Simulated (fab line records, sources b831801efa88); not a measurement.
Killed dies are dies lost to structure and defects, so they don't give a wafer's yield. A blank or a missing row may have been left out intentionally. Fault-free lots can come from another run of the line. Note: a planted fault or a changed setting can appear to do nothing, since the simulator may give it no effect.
One fault through the eyes of 2 desks :: flow gf180mcu :: what lay behind the numbers comes last; until then each desk has only its own

FROM THE METROLOGY DESK
Means of the sampled wafers that have a number, per lot and without regard to the tool the lot ran on: this is what the gauges read. Any lot whose mean is over 4 standard deviations away from the usual mean is out of limits and marked OUT; that distance is given in the brackets.
Columns: A = V2_OVL at GF_V2_OVL_MEAS_15, usual 3 nm
lot: L835
first seen here: day 20 01:14
A: -2

lot: L838
first seen here: day 21 14:20
A: 1

lot: L839
first seen here: day 21 21:54
A: 4

lot: L841
first seen here: day 22 13:45
A: 2

lot: L843
first seen here: day 23 11:35
A: 5

lot: L844
first seen here: day 23 12:17
A: 7

lot: L845
first seen here: day 23 20:32
A: -1

lot: L846
first seen here: day 24 06:21
A: -1

lot: L851
first seen here: day 26 03:56
A: -1

lot: L852
first seen here: day 26 10:51
A: -2

lot: L853
first seen here: day 26 22:17
A: 4

lot: L854
first seen here: day 26 23:22
A: 2

lot: L856
first seen here: day 27 12:22
A: -1

lot: L857
first seen here: day 27 16:02
A: 1

lot: L858
first seen here: day 28 00:45
A: 7
Result from this desk: across the 15 lots, nothing is out of limits.

TOOL OWNER'S DESK, krf scanner-01
The tool's own readings at GF_V3_EXPOSE_11 (exposes mask Via3, target cd 260 nm): means of the sampled wafers that have a number, for each lot that ran on this tool. Any lot whose mean is over 4 standard deviations away from the usual mean is out of limits and marked OUT; that distance is given in the brackets.
Columns: A = exposure dose mJ cm2 at GF_V3_EXPOSE_11, usual 37.97; B = focus offset nm at GF_V3_EXPOSE_11, usual 0.1 nm
lot: L841
first seen here: day 24 03:16
A: 37.96
B: -0.2

lot: L852
first seen here: day 27 20:26
A: 37.94
B: 0.3

lot: L853
first seen here: day 28 08:14
A: 37.93
B: 0.0

lot: L854
first seen here: day 28 08:20
A: 37.97
B: 0.1
Result from this desk: across the 4 lots, nothing is out of limits.

BROUGHT TOGETHER
Metrology desk: nothing out of limits seen.
The desk of the tool owner found nothing out of limits.

WHAT WAS PUT IN BY THE SIMULATOR
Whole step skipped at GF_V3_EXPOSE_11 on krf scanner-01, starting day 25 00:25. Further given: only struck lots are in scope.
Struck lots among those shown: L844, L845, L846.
